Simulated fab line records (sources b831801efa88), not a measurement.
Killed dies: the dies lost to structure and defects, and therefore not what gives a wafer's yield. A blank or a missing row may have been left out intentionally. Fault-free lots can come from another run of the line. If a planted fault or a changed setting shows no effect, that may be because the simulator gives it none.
Which tool did it? ; flow gf180mcu ; 6 lots with 18 wafers sampled at 3 steps, on a route of 602 steps

WHAT EACH GAUGE READ, for each wafer
GF_M5_CD_MEAS_07: target cd 280 nm.
lot;measured;on;cd_nm (nm)
L531;day 27 03:45;cd_sem-02;280.2 281.6 280.3
L534;day 28 04:13;cd_sem-02;281.3 279.0 279.6
L536;day 28 14:16;cd_sem-02;278.2 278.4 276.9
L538;day 29 07:11;cd_sem-01;279.6 278.8 279.0
L543;day 30 16:43;cd_sem-02;278.2 279.2 276.8
L546;day 31 11:59;cd_sem-02;281.1 279.9 280.8

TOOL THAT RAN EACH LOT (tool first, then ch and the chambers of the sampled wafers, then the start)
lot;GF_V1_SPUTTER_21;GF_MIM_SPUTTER_07
L531;pvd_sputter-04, day 19 04:11;pvd_sputter-03, day 25 09:42
L534;pvd_sputter-01, day 20 11:11;pvd_sputter-04, day 26 11:55
L536;pvd_sputter-03, day 21 00:26;pvd_sputter-02, day 26 22:29
L538;pvd_sputter-01, day 21 17:57;pvd_sputter-02, day 27 15:47
L543;pvd_sputter-01, day 23 12:19;pvd_sputter-02, day 29 02:49
L546;pvd_sputter-01, day 24 11:47;pvd_sputter-02, day 29 23:55
- GF_V1_SPUTTER_21: material Ti, target thk 15 nm, time 80.02 s.
- GF_MIM_SPUTTER_07: material TiN, target thk 60 nm, time 50 s.

THE ANSWER, worked out from the rows above alone
Rule: the usual values come from the lots themselves. Put in order of their means at a reading, lots are off if they are a third of the lots or fewer, leave a main group of 4 or more, and stand apart from it by a gap of 3 or more times the standard deviation of the main group's means; of several such gaps the widest counts. A main group whose means are all the same, to the digits that the tables above print for the reading, isn't used. A lot without any number at a reading at which 4 lots or more have one is off too. Any other lot the step has rows for is counted as sound.
Across all readings shown, no lot is off: no conclusion can be drawn from this.

WHAT THE SIMULATOR HAD INSERTED
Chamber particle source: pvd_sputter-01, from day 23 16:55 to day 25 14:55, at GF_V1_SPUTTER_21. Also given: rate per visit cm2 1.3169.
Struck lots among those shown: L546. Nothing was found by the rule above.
